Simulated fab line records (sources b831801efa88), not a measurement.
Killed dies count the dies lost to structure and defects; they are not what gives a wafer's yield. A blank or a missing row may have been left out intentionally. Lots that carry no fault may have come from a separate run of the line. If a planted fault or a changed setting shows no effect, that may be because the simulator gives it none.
Matching of chambers ; flow gf180mcu ; GF_V2_CMP_04 on cmp-02 has 4 sister chambers
The step polishes SiO2. 8 wafers are shown with their chamber, then 12 later ones without.

## EACH WAFER AND ITS CHAMBER
wafer;chamber;motor-current-A (A);time-to-endpoint-s (s)
L090.4;3;11.7;83
L090.5;1;13.0;88
L092.2;2;11.8;86
L092.3;0;13.8;81
L092.6;1;13.2;81
L093.1;0;13.7;84
L093.2;3;12.1;77
L093.3;2;12.0;77

## WAFERS MISSING THEIR CHAMBER
wafer;motor-current-A (A);time-to-endpoint-s (s)
L093.4;13.0;91
L093.5;13.6;85
L093.6;11.7;87
L095.3;11.4;84
L095.5;12.9;82
L095.6;12.1;88
L096.2;13.0;86
L096.3;12.2;82
L096.4;12.3;86
L096.1;14.1;75
L096.5;11.7;81
L096.6;12.1;80

## WHICH CHAMBER EACH ONE RAN IN
wafer;from the rows above;in truth
L093.4;1;1
L093.5;can't be placed: 0 or 1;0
L093.6;can't be placed: 2 or 3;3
L095.3;can't be placed: 2 or 3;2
L095.5;1;1
L095.6;can't be placed: 2 or 3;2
L096.2;1;1
L096.3;can't be placed: 2 or 3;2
L096.4;can't be placed: 2 or 3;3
L096.1;0;0
L096.5;can't be placed: 2 or 3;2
L096.6;can't be placed: 3 or 2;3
Placed correctly: 4 of 12. Not placeable from these rows: 8 (in 8, the candidates include the true chamber). Placed wrongly: 0.
How it was worked out, from the rows above alone: a wafer's distance from a chamber is the root of the sum, over the readings, of the square of ((its reading less the chamber's mean) divided by the reading's scatter). The wafer belongs to the nearest chamber; if the next one is less than 2 further off, it can't be placed. A chamber's mean is the mean of its shown wafers. The scatter: the root of (the sum of the squares of (reading less its chamber's mean) over the shown wafers, divided by (wafers less chambers)).
